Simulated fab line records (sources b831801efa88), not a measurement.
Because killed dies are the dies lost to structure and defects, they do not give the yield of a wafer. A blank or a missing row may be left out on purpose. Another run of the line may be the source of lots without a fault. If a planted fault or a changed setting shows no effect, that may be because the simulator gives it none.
Comparing a struck lot with a sound one	flow sky130	16 steps out of a route of 708
Sound: the wafers L507.1, L507.4, L507.5. Struck: wafer L516.4 (L516.1, L516.3, from the same lot, were not struck and are left out); the cause is given at the end.
Each step with rows lists, per side, the tool, then ch with its chambers, then its first start. Under that, the readings that differ: sound wafers	struck wafers	difference of the means	sigmas: that difference in standard deviations of wafers without a fault.
alike: readings whose means differ by less than 2 such deviations, and words and numbers that are the same on both sides. not compared: withheld readings, readings that some wafer has no value for, bounds like >300 that may hide the same value, and numbers for which the record gives no deviation and whose values overlap.
The two part at a step that has a row with sigmas, a row that says differs or no value, or rows on one side only. When numbers do not overlap yet have no deviation, they are printed without sigmas and do not part them. Lack of a reading on every wafer of one side parts them only where that side has two or more wafers.

first, 1 step without rows for these wafers: SKY_FIELD_ISO_CVD_03 (deposits Si3N4 from DCS/NH3, target thk 165 nm, time 2830 s).
SKY_FIELD_ISO_THK_MEAS_04:
  sound: film_metro-01 at day 1 18:29; struck: film_metro-01 at day 3 16:50
reading	sound	struck	difference	sigmas
FIELD_ISO_CVD_03_THK (nm)	165.3 164.6 165.4	168.1	+3.0	+2
then, 8 steps without rows for these wafers: SKY_FIELD_ISO_DEHYDRATE_05 (time 60 s); SKY_FIELD_ISO_HMDS_06 (prime time 60 s); SKY_FIELD_ISO_COAT_07 (resist thk 60 nm); SKY_FIELD_ISO_COAT_08 (resist thk 450 nm); SKY_FIELD_ISO_SOFTBAKE_09 (time 90 s); SKY_FIELD_ISO_EXPOSE_10 (exposes mask FOM, target cd 150 nm); SKY_FIELD_ISO_PEB_11; SKY_FIELD_ISO_DEVELOP_12 (develop time 60 s).
SKY_FIELD_ISO_CD_MEAS_13: the cd target is 150 nm.
  sound: cd_sem-02 at day 2 08:41; struck: cd_sem-02 at day 4 08:49
  alike: cd_nm
SKY_FIELD_ISO_ETCH_14: etches BARC in N2/H2, stops on SiO2, time 45.9 s, target depth 60 nm.
  sound on rie_diel-02 ch 2,3, day 2 08:48; struck on rie_diel-02 ch 0, day 4 08:56
  alike: drypump_motor_current_A, oes_product_au, run_length_s, throttle_valve_pct
  not compared: rf_hours_counter_h
SKY_FIELD_ISO_ETCH_15: etches the open film in CHF3/O2, stops on Si, target depth 180 nm, time 72 s.
  sound on rie_diel-02 ch 2,3, day 2 08:50; struck on rie_diel-02 ch 0, day 4 08:59
reading	sound	struck	difference	sigmas
oes_product_au (a.u.)	0.948 0.949 0.941	0.982	+0.036	+6
run_length_s (s)	100.7 101.2 101.0	89.8	-11.2	-24
throttle_valve_pct (%)	8.846 8.849 8.841	8.863	+0.018	+2
model.KrF-thick_of_FIELD_ISO_COAT_08.thk_nm (nm)	236.7 239 232.1	263	+27	
model.etch.depth_nm (nm)	165.3 164.6 165.5	149.6	-15.5	
  alike: drypump_motor_current_A
  not compared: rf_hours_counter_h
SKY_FIELD_ISO_STRIP_16: strips in O2/N2.
  sound on plasma_asher-03 ch 0,1, day 2 08:54; struck on plasma_asher-03 ch 0, day 4 09:02
reading	sound	struck	difference	sigmas
strip_time_to_endpoint_s (s)	3.53 3.56 3.50	3.82	+0.29	+8
  alike: drypump_motor_current_A, oes_product_au
  not compared: rf_hours_counter_h
SKY_FIELD_ISO_ETCH_17: etches Si in HBr/Cl2/O2, target depth 342 nm, time 97.7 s.
  sound on rie_si-02 ch 0,2,3, day 2 09:00; struck on rie_si-01 ch 2, day 4 09:08
  alike: drypump_motor_current_A, oes_product_au, run_length_s, throttle_valve_pct
  not compared: rf_hours_counter_h
-- record jumps: 44 days separate the struck wafers' starts on either side; left off in module FIELD_ISO, taken up again in module PAD_OPEN, whose first shown step is the route's number 708 --
SKY_PAD_OPEN_PROBE_99:
  sound: prober-02 at day 45 19:33; struck: prober-01 at day 48 08:33
reading	sound	struck	difference	sigmas
killed_at_front_end	19 16 25	424	+404	+81
killed_dies	90 90 106	487	+392	+45
killed_on_rim	17 18 20	92	+74	+18
  alike: killed_at_M0_to_M3, killed_at_M4_up, killed_at_contacts, killed_at_other, killed_open, killed_short

WHERE THEY PART
First at SKY_FIELD_ISO_THK_MEAS_04; last, within this record, at SKY_PAD_OPEN_PROBE_99.

WHY: what had been put in by the simulator
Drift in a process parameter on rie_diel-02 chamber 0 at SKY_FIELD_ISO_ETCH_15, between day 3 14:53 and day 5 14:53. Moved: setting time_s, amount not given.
